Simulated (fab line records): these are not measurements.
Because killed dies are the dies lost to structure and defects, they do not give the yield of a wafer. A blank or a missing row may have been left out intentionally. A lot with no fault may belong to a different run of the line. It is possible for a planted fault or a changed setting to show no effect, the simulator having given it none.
fab line records | flow sky130
record lots=6 | wafers=18 | last-day=50
route steps=708 shown DNWELL@35 PWDE@45 PAD_OPEN@708
lots untouched by any fault: they come from a run of this same line in which no faults occurred
start-h: the number of hours between the record's first day and the start of the first shown wafer of the lot | wait-h: hours from the lot's prior step to this one | " as in the row above | L1.1+2: several wafers, shown together as one row | - no value present, or no start provided | * or withheld: withheld | < > ~ a bound
route shown NAME@n: a module of which the file shows steps, and the number in the route of the first | usual: mean/standard deviation of fault-free wafers | same: alike in all rows | chamber/n: place in a boat | sites: readings site by site | _std_site: standard deviation across them | _edge_site: outer sites' mean less inner sites' | radius-mm: how far each site lies from the wafer's centre | mask NAME#n: copy n | behind: the last tool/chamber to shape the wafer | hold: why the lot went on hold/how many hours it stayed there/how the hold came to an end | device: names the non-switching transistor (n, p or np) | end of line: the tests these same wafers got at the end of their route | a step with no rows: only its recipe | killed: count of dies lost to structure and defects at first sort (not the wafer's yield) | map: a wafer's dies, x killed, . not, _ none there
set.NAME: the setting the step ran with; set.NAME@STEP: the setting that earlier step ran with | model.NAME: the simulator's own value behind a step, which no gauge read
lots seen at some steps along the route; tables by step, rows by wafer
services: from which hour (start-h, from the record's first day; less than 0 if before it) a tool's chamber was out of use, for how many hours, and why
## steps
# step SKY_DNWELL_DEHYDRATE_00
# recipe temp-c=200 | time-s=60
# step SKY_DNWELL_HMDS_01
# recipe prime-time-s=60 | prime-temp-c=120
# step SKY_DNWELL_COAT_02
# recipe spin-rpm=2000 | resist-thk-nm=3000
# step SKY_DNWELL_SOFTBAKE_03
# recipe temp-c=110 | time-s=withheld
# step SKY_DNWELL_EXPOSE_04
# recipe mask-id=DNM | na=0.57 | target-cd-nm=3000 | dose-mj=222
# step SKY_DNWELL_PEB_05
# recipe temp-c=115 | time-s=withheld
# step SKY_DNWELL_DEVELOP_06
# recipe wall-angle-deg=90 | developer=TMAH | develop-time-s=60 | dev-temp-c=23
# step SKY_DNWELL_IMPLANT_07
# recipe species=P | energy-kev=withheld | dose-cm2=withheld | tilt-deg=withheld
# step SKY_DNWELL_STRIP_08
# recipe chemistry=O2/N2 | power-w=1400 | pressure-mtorr=1500 | platen-temp-c=withheld | o2-flow-sccm=3000 | n2-flow-sccm=300 | overash-fraction=0.5
# usual drypump-motor-current-A=6.00/0.25 | o2-flow-sccm=3002/8.4 | oes-product-au=0.722/0.0046 | strip-time-to-endpoint-s=36.95/0.093
lot.wafer | tool            | chamber | start-h | wait-h | drypump-motor-current-A | o2-flow-sccm | oes-product-au | rf-hours-counter-h | strip-time-to-endpoint-s
L203.1    | plasma-asher-01 | 1       | 52.38   | 0.1    | 6.08                    | 2997         | 0.727          | 38                 | 36.93
L203.5    | "               | 1       | "       | "      | 6.04                    | 2995         | 0.727          | -                  | 37.06
L203.6    | "               | 0       | "       | "      | 5.57                    | 2999         | 0.719          | -                  | 37.04
L210.2    | plasma-asher-04 | 1       | 88.89   | 0.1    | 5.96                    | 3000         | 0.721          | 44                 | 36.88
L210.3    | "               | 0       | "       | "      | 6.25                    | 3005         | 0.721          | -                  | 36.96
L210.5    | "               | 0       | "       | "      | 6.22                    | 2992         | 0.720          | -                  | 37.12
L218.1    | plasma-asher-01 | 1       | 136.74  | 0.1    | 6.04                    | 2996         | 0.716          | 47                 | 36.95
L218.3    | "               | 0       | "       | "      | 5.59                    | 3009         | 0.723          | -                  | 36.96
L218.5    | "               | 1       | "       | "      | 6.06                    | 2996         | 0.724          | -                  | 37.14
L221.1    | plasma-asher-01 | 1       | 150.83  | 0.1    | 6.04                    | 3003         | 0.718          | 48                 | 36.88
L221.2    | "               | 0       | "       | "      | 5.55                    | 3012         | 0.720          | 48                 | 36.92
L221.3    | "               | 1       | "       | "      | 6.00                    | 3011         | 0.727          | -                  | 36.92
L223.1    | plasma-asher-03 | 1       | 165.88  | 0.1    | 5.99                    | 3008         | 0.719          | 33                 | 36.92
L223.2    | "               | 0       | "       | "      | 6.46                    | 2997         | 0.716          | 33                 | 36.79
L223.3    | "               | 0       | "       | "      | 6.42                    | 3000         | 0.727          | -                  | 36.95
L225.1    | plasma-asher-03 | 1       | 174.24  | 0.1    | 6.02                    | 2998         | 0.720          | 33                 | 36.96
L225.5    | "               | 1       | "       | "      | 6.01                    | 2995         | 0.722          | -                  | 36.98
L225.6    | "               | 0       | "       | "      | 6.41                    | 3015         | 0.724          | -                  | 37.00
# step SKY_DNWELL_TW_MEAS_09
# usual DNWELL_TW=1120/8.3
lot.wafer | tool          | chamber | start-h | wait-h | DNWELL_TW
L203.1    | film-metro-02 | -       | 52.48   | 0.1    | 1126
L203.5    | "             | -       | "       | "      | 1126
L203.6    | "             | -       | "       | "      | 1123
L210.2    | film-metro-04 | -       | 89.00   | 0.1    | 1114
L210.3    | "             | -       | "       | "      | 1126
L210.5    | "             | -       | "       | "      | 1113
L218.1    | film-metro-02 | -       | 136.84  | 0.1    | 1129
L218.3    | "             | -       | "       | "      | 1124
L218.5    | "             | -       | "       | "      | 1116
L221.1    | film-metro-04 | -       | 150.93  | 0.1    | 1111
L221.2    | "             | -       | "       | "      | 1113
L221.3    | "             | -       | "       | "      | 1110
L223.1    | film-metro-04 | -       | 165.98  | 0.1    | 1106
L223.2    | "             | -       | "       | "      | 1109
L223.3    | "             | -       | "       | "      | 1113
L225.1    | film-metro-02 | -       | 174.34  | 0.1    | 1126
L225.5    | "             | -       | "       | "      | 1117
L225.6    | "             | -       | "       | "      | 1124
# step SKY_PWDE_DEHYDRATE_00
# recipe temp-c=200 | time-s=60
# step SKY_PWDE_HMDS_01
# recipe prime-time-s=60 | prime-temp-c=120
# step SKY_PWDE_COAT_02
# recipe spin-rpm=2000 | resist-thk-nm=3000
lot.wafer | tool           | chamber | start-h | wait-h | model.coat_of_PWDE_COAT_02.thk-nm
L203.1    | litho-track-02 | 0       | 60.54   | 0.1    | 2995
L203.5    | "              | 0       | "       | "      | 2991
L203.6    | "              | 0       | "       | "      | 2993
L210.2    | litho-track-04 | 0       | 97.20   | 0.1    | 3004
L210.3    | "              | 0       | "       | "      | 3001
L210.5    | "              | 0       | "       | "      | 3005
L218.1    | litho-track-04 | 0       | 145.27  | 0.1    | 2994
L218.3    | "              | 0       | "       | "      | 3000
L218.5    | "              | 0       | "       | "      | 2998
L221.1    | litho-track-04 | 0       | 160.82  | 0.1    | 3240
L221.2    | "              | 0       | "       | "      | 3244
L221.3    | "              | 0       | "       | "      | 3257
L223.1    | litho-track-04 | 0       | 176.17  | 0.1    | 3238
L223.2    | "              | 0       | "       | "      | 3230
L223.3    | "              | 0       | "       | "      | 3236
L225.1    | litho-track-01 | 0       | 183.98  | 0.1    | 2996
L225.5    | "              | 0       | "       | "      | 2995
L225.6    | "              | 0       | "       | "      | 2993
# step SKY_PWDE_SOFTBAKE_03
# recipe temp-c=110 | time-s=withheld
# step SKY_PWDE_EXPOSE_04
# recipe mask-id=PWDEM | na=0.6 | source-shape=conventional | sigma-outer=0.6 | polarization=unpolarized | target-cd-nm=840 | dose-mj=214
# step SKY_PWDE_PEB_05
# recipe temp-c=115 | time-s=withheld
# step SKY_PWDE_DEVELOP_06
# recipe wall-angle-deg=90 | developer=TMAH | develop-time-s=60 | dev-temp-c=23
lot.wafer | tool           | chamber | start-h | wait-h | model.coat_of_PWDE_COAT_02.thk-nm
L203.1    | litho-track-01 | 0       | -       | -      | 2991
L203.5    | "              | 0       | "       | "      | 2986
L203.6    | "              | 0       | "       | "      | 2989
L210.2    | litho-track-01 | 0       | -       | -      | 2999
L210.3    | "              | 0       | "       | "      | 2996
L210.5    | "              | 0       | "       | "      | 3000
L218.1    | litho-track-01 | 0       | -       | -      | 2990
L218.3    | "              | 0       | "       | "      | 2996
L218.5    | "              | 0       | "       | "      | 2994
L221.1    | litho-track-02 | 0       | -       | -      | 3236
L221.2    | "              | 0       | "       | "      | 3240
L221.3    | "              | 0       | "       | "      | 3253
L223.1    | litho-track-02 | 0       | -       | -      | 3234
L223.2    | "              | 0       | "       | "      | 3226
L223.3    | "              | 0       | "       | "      | 3232
L225.1    | litho-track-02 | 0       | -       | -      | 2992
L225.5    | "              | 0       | "       | "      | 2991
L225.6    | "              | 0       | "       | "      | 2989
# step SKY_PWDE_OVL_MEAS_07
# usual PWDE_OVL=-0.6/1.4
lot.wafer | tool       | chamber | start-h | wait-h | PWDE_OVL[nm]
L203.1    | overlay-02 | -       | 67.93   | -      | 0.2
L203.5    | "          | -       | "       | "      | 0.1
L203.6    | "          | -       | "       | "      | 2.5
L210.2    | overlay-01 | -       | 105.64  | -      | -1.0
L210.3    | "          | -       | "       | "      | -0.5
L210.5    | "          | -       | "       | "      | 1.5
L218.1    | overlay-02 | -       | 155.98  | -      | -0.1
L218.3    | "          | -       | "       | "      | 0.5
L218.5    | "          | -       | "       | "      | 1.9
L221.1    | overlay-01 | -       | 171.09  | -      | -0.6
L221.2    | "          | -       | "       | "      | 0.0
L221.3    | "          | -       | "       | "      | -0.3
L223.1    | overlay-01 | -       | 186.49  | -      | -0.1
L223.2    | "          | -       | "       | "      | 1.1
L223.3    | "          | -       | "       | "      | 0.0
L225.1    | overlay-02 | -       | 195.34  | -      | -3.9
L225.5    | "          | -       | "       | "      | -1.7
L225.6    | "          | -       | "       | "      | -0.8
# step SKY_PWDE_IMPLANT_08
# recipe species=B | energy-kev=152.7 | dose-cm2=3.6e+12 | tilt-deg=withheld
# step SKY_PWDE_STRIP_09
# recipe chemistry=O2/N2 | power-w=1400 | pressure-mtorr=1500 | platen-temp-c=withheld | o2-flow-sccm=3000 | n2-flow-sccm=300 | overash-fraction=0.5
# usual drypump-motor-current-A=5.86/0.24 | o2-flow-sccm=3002/8.5 | oes-product-au=0.723/0.0047 | strip-time-to-endpoint-s=36.91/0.12
lot.wafer | tool            | chamber | start-h | wait-h | drypump-motor-current-A | o2-flow-sccm | oes-product-au | rf-hours-counter-h | strip-time-to-endpoint-s
L203.1    | plasma-asher-02 | 1       | 68.12   | 0.1    | 5.73                    | 2993         | 0.728          | 38                 | 36.86
L203.5    | "               | 0       | "       | "      | 5.59                    | 3001         | 0.727          | -                  | 36.81
L203.6    | "               | 1       | "       | "      | 5.71                    | 3000         | 0.721          | -                  | 36.82
L210.2    | plasma-asher-02 | 0       | 105.82  | 0.1    | 5.61                    | 2995         | 0.729          | 42                 | 36.96
L210.3    | "               | 0       | "       | "      | 5.60                    | 2978         | 0.719          | -                  | 36.92
L210.5    | "               | 1       | "       | "      | 5.71                    | 3005         | 0.721          | -                  | 36.96
L218.1    | plasma-asher-04 | 1       | 156.17  | 0.1    | 5.97                    | 2995         | 0.724          | 50                 | 36.85
L218.3    | "               | 1       | "       | "      | 5.98                    | 3003         | 0.721          | -                  | 36.92
L218.5    | "               | 1       | "       | "      | 5.98                    | 2992         | 0.714          | -                  | 36.88
L221.1    | plasma-asher-02 | 1       | 171.28  | 0.1    | 5.72                    | 3018         | 0.727          | 5                  | 39.70
L221.2    | "               | 0       | "       | "      | 5.58                    | 2992         | 0.722          | 5                  | 39.72
L221.3    | "               | 1       | "       | "      | 5.72                    | 2998         | 0.724          | -                  | 39.82
L223.1    | plasma-asher-02 | 0       | 186.68  | 0.1    | 5.57                    | 3005         | 0.722          | 6                  | 39.66
L223.2    | "               | 1       | "       | "      | 5.76                    | 3005         | 0.723          | 6                  | 39.54
L223.3    | "               | 1       | "       | "      | 5.75                    | 2997         | 0.731          | -                  | 39.62
L225.1    | plasma-asher-02 | 1       | 195.53  | 0.1    | 5.72                    | 3010         | 0.728          | 7                  | 36.87
L225.5    | "               | 0       | "       | "      | 5.60                    | 3004         | 0.727          | -                  | 36.86
L225.6    | "               | 1       | "       | "      | 5.72                    | 3017         | 0.719          | -                  | 36.83
# step SKY_PWDE_TW_MEAS_10
# usual PWDE_TW=377.0/1.9
lot.wafer | tool          | chamber | start-h | wait-h | PWDE_TW
L203.1    | film-metro-04 | -       | 68.22   | 0.1    | 375.8
L203.5    | "             | -       | "       | "      | 378.6
L203.6    | "             | -       | "       | "      | 376.0
L210.2    | film-metro-04 | -       | 105.93  | 0.1    | 375.9
L210.3    | "             | -       | "       | "      | 372.7
L210.5    | "             | -       | "       | "      | 375.4
L218.1    | film-metro-02 | -       | 156.27  | 0.1    | 375.1
L218.3    | "             | -       | "       | "      | 374.9
L218.5    | "             | -       | "       | "      | 376.3
L221.1    | film-metro-02 | -       | 171.38  | 0.1    | 378.4
L221.2    | "             | -       | "       | "      | 379.0
L221.3    | "             | -       | "       | "      | 377.1
L223.1    | film-metro-01 | -       | 186.78  | 0.1    | 380.1
L223.2    | "             | -       | "       | "      | 380.0
L223.3    | "             | -       | "       | "      | 379.4
L225.1    | film-metro-01 | -       | 195.63  | 0.1    | 379.3
L225.5    | "             | -       | "       | "      | 378.9
L225.6    | "             | -       | "       | "      | 379.3
# step SKY_PAD_OPEN_PROBE_99
# usual killed_at_M0_to_M3=44/7 | killed_at_M4_up=3.2/2 | killed-at-contacts=25/5.3 | killed-at-front-end=15/4.3 | killed-dies=86/8.7 | killed-open=47/6.4 | killed-short=39/5.6
# same gross-dies=492 | killed-at-back-side=0 | killed-at-other=0
lot.wafer | tool      | chamber | start-h | wait-h | killed_at_M0_to_M3 | killed_at_M4_up | killed-at-contacts | killed-at-front-end | killed-dies | killed-open | killed-short | model.etest.res_p_drift_20v.width-nm
L203.1    | prober-01 | -       | 1070.70 | 0.1    | 48                 | 1               | 26                 | 15                  | 90          | 50          | 39           | 834.4
L203.5    | prober-01 | -       | 1070.90 | 0.2    | 49                 | 4               | 27                 | 9                   | 89          | 46          | 43           | 835.6
L203.6    | prober-01 | -       | 1070.95 | 0.2    | 53                 | 2               | 25                 | 20                  | 100         | 51          | 49           | 835.3
L210.2    | prober-02 | -       | 1117.26 | 0.1    | 50                 | 4               | 20                 | 17                  | 91          | 54          | 36           | 841.6
L210.3    | prober-02 | -       | 1117.31 | 0.2    | 45                 | 1               | 33                 | 16                  | 95          | 49          | 46           | 840.6
L210.5    | prober-02 | -       | 1117.41 | 0.2    | 30                 | 3               | 15                 | 14                  | 62          | 25          | 37           | 844.1
L218.1    | prober-01 | -       | 1166.25 | 0.1    | 50                 | 2               | 18                 | 12                  | 82          | 46          | 36           | 842
L218.3    | prober-01 | -       | 1166.35 | 0.2    | 35                 | 3               | 29                 | 24                  | 91          | 44          | 46           | 837.1
L218.5    | prober-01 | -       | 1166.45 | 0.2    | 42                 | 2               | 19                 | 12                  | 75          | 40          | 35           | 837.5
L221.1    | prober-01 | -       | 1178.35 | 0.1    | 59                 | 2               | 32                 | 15                  | 108         | 64          | 44           | 795.7
L221.2    | prober-01 | -       | 1178.40 | 0.1    | 46                 | 7               | 29                 | 15                  | 97          | 52          | 45           | 793.7
L221.3    | prober-01 | -       | 1178.45 | 0.2    | 44                 | 4               | 21                 | 17                  | 86          | 50          | 36           | 793.9
L223.1    | prober-01 | -       | 1190.19 | 0.1    | 33                 | 1               | 24                 | 20                  | 78          | 45          | 33           | 793
L223.2    | prober-01 | -       | 1190.24 | 0.1    | 49                 | 4               | 27                 | 19                  | 99          | 51          | 48           | 799.3
L223.3    | prober-01 | -       | 1190.29 | 0.2    | 49                 | 1               | 23                 | 18                  | 91          | 54          | 37           | 795.7
L225.1    | prober-02 | -       | 1198.36 | 0.1    | 42                 | 3               | 27                 | 14                  | 86          | 44          | 42           | 841.3
L225.5    | prober-02 | -       | 1198.56 | 0.2    | 37                 | 2               | 21                 | 19                  | 79          | 34          | 45           | 838.6
L225.6    | prober-02 | -       | 1198.61 | 0.2    | 33                 | 3               | 40                 | 19                  | 95          | 53          | 42           | 841.4
# killed by level:class
L203.1 CONTACT:geometric-particle:open=11 VIA1:geometric-particle:open=10 VIA2:geometric-particle:open=9 VIA2:geometric-particle:short=6 CONTACT:geometric-particle:short=5 POLY_GATE:geometric-particle:open=4 LI_CONTACT:geometric-particle:open=4 METAL1:geometric-particle:short=4
L203.5 CONTACT:geometric-particle:open=9 CONTACT:geometric-particle:short=8 VIA3:geometric-particle:open=8 VIA2:geometric-particle:open=7 METAL1:geometric-particle:short=7 VIA1:geometric-particle:open=7 LI_CONTACT:geometric-particle:open=6 VIA1:geometric-particle:short=5
L203.6 METAL1:geometric-particle:short=10 VIA2:geometric-particle:open=10 CONTACT:geometric-particle:open=7 VIA1:geometric-particle:open=7 LI_CONTACT:geometric-particle:open=6 FIELD_ISO:geometric-particle:open=5 METAL3:geometric-particle:short=5 METAL2:geometric-particle:short=5
L210.2 CONTACT:geometric-particle:open=11 VIA3:geometric-particle:open=9 VIA2:geometric-particle:open=9 VIA1:geometric-particle:open=8 FIELD_ISO:geometric-particle:open=6 FIELD_ISO:geometric-particle:short=5 METAL2:geometric-particle:short=5 VIA3:geometric-particle:short=5
L210.3 VIA1:geometric-particle:open=11 LI_CONTACT:geometric-particle:open=9 CONTACT:geometric-particle:open=8 CONTACT:geometric-particle:short=7 METAL1:geometric-particle:short=6 VIA3:geometric-particle:open=5 LOCAL_INTERCONNECT:geometric-particle:short=5 METAL2:geometric-particle:short=5
L210.5 LI_CONTACT:geometric-particle:open=6 POLY_GATE:geometric-particle:short=5 METAL2:geometric-particle:short=5 METAL1:geometric-particle:short=4 VIA3:geometric-particle:open=4 FIELD_ISO:geometric-particle:short=3 VIA2:geometric-particle:open=3 LOCAL_INTERCONNECT:geometric-particle:short=3
L218.1 VIA1:geometric-particle:open=15 METAL2:geometric-particle:short=8 LI_CONTACT:geometric-particle:open=7 CONTACT:geometric-particle:open=6 POLY_GATE:geometric-particle:open=5 METAL3:geometric-particle:short=5 VIA2:geometric-particle:open=5 METAL1:geometric-particle:short=4
L218.3 CONTACT:geometric-particle:open=9 POLY_GATE:geometric-particle:open=8 METAL1:geometric-particle:short=8 FIELD_ISO:geometric-particle:open=7 LI_CONTACT:geometric-particle:open=6 LOCAL_INTERCONNECT:geometric-particle:short=6 CONTACT:geometric-particle:short=5 VIA1:geometric-particle:open=5
L218.5 VIA1:geometric-particle:open=8 METAL2:geometric-particle:short=7 LI_CONTACT:geometric-particle:open=6 CONTACT:geometric-particle:open=6 METAL3:geometric-particle:short=5 VIA2:geometric-particle:open=5 VIA3:geometric-particle:open=5 FIELD_ISO:geometric-particle:open=3
L221.1 VIA1:geometric-particle:open=18 CONTACT:geometric-particle:open=14 VIA3:geometric-particle:open=9 LI_CONTACT:geometric-particle:open=8 VIA1:geometric-particle:short=7 METAL2:geometric-particle:short=7 METAL1:geometric-particle:short=6 VIA2:geometric-particle:open=6
L221.2 VIA1:geometric-particle:open=14 LI_CONTACT:geometric-particle:open=12 VIA1:geometric-particle:short=10 VIA3:geometric-particle:open=8 CONTACT:geometric-particle:open=7 METAL4:geometric-particle:short=6 FIELD_ISO:geometric-particle:short=5 POLY_GATE:geometric-particle:short=5
L221.3 POLY_GATE:geometric-particle:open=9 VIA2:geometric-particle:open=9 LI_CONTACT:geometric-particle:open=8 VIA3:geometric-particle:open=8 METAL2:geometric-particle:short=7 VIA1:geometric-particle:open=5 LOCAL_INTERCONNECT:geometric-particle:short=5 METAL1:geometric-particle:short=5
L223.1 FIELD_ISO:geometric-particle:short=10 CONTACT:geometric-particle:open=10 VIA3:geometric-particle:open=8 LI_CONTACT:geometric-particle:open=7 LOCAL_INTERCONNECT:geometric-particle:short=6 FIELD_ISO:geometric-particle:open=5 VIA2:geometric-particle:open=5 VIA1:geometric-particle:open=3
L223.2 VIA3:geometric-particle:open=12 METAL2:geometric-particle:short=9 LI_CONTACT:geometric-particle:open=7 LOCAL_INTERCONNECT:geometric-particle:short=7 METAL1:geometric-particle:short=7 POLY_GATE:geometric-particle:open=6 VIA2:geometric-particle:open=6 CONTACT:geometric-particle:short=5
L223.3 VIA1:geometric-particle:open=13 LI_CONTACT:geometric-particle:open=8 CONTACT:geometric-particle:open=8 VIA3:geometric-particle:open=8 METAL2:geometric-particle:short=7 FIELD_ISO:geometric-particle:open=6 VIA2:geometric-particle:open=6 FIELD_ISO:geometric-particle:short=5
L225.1 CONTACT:geometric-particle:open=11 VIA1:geometric-particle:open=9 FIELD_ISO:geometric-particle:open=6 VIA1:geometric-particle:short=6 METAL2:geometric-particle:short=6 LI_CONTACT:geometric-particle:open=5 SPACER:geometric-particle:short=4 LI_CONTACT:geometric-particle:short=4
L225.5 CONTACT:geometric-particle:short=10 VIA1:geometric-particle:open=8 VIA2:geometric-particle:open=6 VIA1:geometric-particle:short=6 VIA3:geometric-particle:open=6 FIELD_ISO:geometric-particle:short=5 POLY_GATE:geometric-particle:short=5 LI_CONTACT:geometric-particle:open=5
L225.6 CONTACT:geometric-particle:open=15 CONTACT:geometric-particle:short=13 VIA1:geometric-particle:open=8 FIELD_ISO:geometric-particle:open=6 VIA2:geometric-particle:open=6 LI_CONTACT:geometric-particle:open=5 POLY_GATE:geometric-particle:open=4 LI_CONTACT:geometric-particle:short=4
## services
tool            | chamber | start-h | hours | kind
plasma-asher-03 | -       | 40.78   | 34.8  | repair
plasma-asher-01 | -       | 66.68   | 4.5   | repair
plasma-asher-01 | -       | 107.62  | 2.8   | pm
plasma-asher-02 | -       | 108.75  | 9.0   | pm
plasma-asher-02 | 0       | 108.75  | 9.0   | vent-cycle
plasma-asher-02 | 1       | 108.75  | 9.0   | vent-cycle
plasma-asher-02 | 0       | 117.75  | -     | clean
plasma-asher-02 | 1       | 117.75  | -     | clean
plasma-asher-01 | -       | 118.27  | 3.4   | repair
litho-track-01  | -       | 121.88  | -     | consumable-replace:filter
plasma-asher-02 | -       | 128.79  | 2.8   | pm
plasma-asher-04 | -       | 192.61  | 4.3   | pm
## key
first-sign step=SKY_PWDE_STRIP_09 | reading=strip-time-to-endpoint-s | direction=up | sigmas=23 | usual=* | struck=*
effect none on later readings
model-effect step=SKY_PWDE_COAT_02 | value=coat_of_PWDE_COAT_02.thk-nm | without=2988 | struck=3241
model-effect step=SKY_PWDE_DEVELOP_06 | value=coat_of_PWDE_COAT_02.thk-nm | without=2984 | struck=3237
model-effect step=SKY_PAD_OPEN_PROBE_99 | value=etest.res_p_drift_20v.width-nm | without=829.4 | struck=795.2
met-at SKY_PWDE_COAT_02
struck-wafers L221.1,L221.2,L221.3,L223.1,L223.2,L223.3
tester-left-out L221,L223
onset-between 145.27 160.82
fault kind=process-parameter-drift | tool=litho-track-04 | chamber=- | onset-h=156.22 | steps=SKY_PWDE_COAT_02 | channel=resist-thk-nm | offset=254.05 | shape=step | end-h=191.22 | acts-in=these-recipes-only | stated=3000
# tester-left-out: of these lots the tester's yield and bins aren't shown, on N5 and GAA mostly nor the transistor test; their killed dies are dies lost to structure and defects alone, not to doping, threshold or leakage, so they don't give the yield
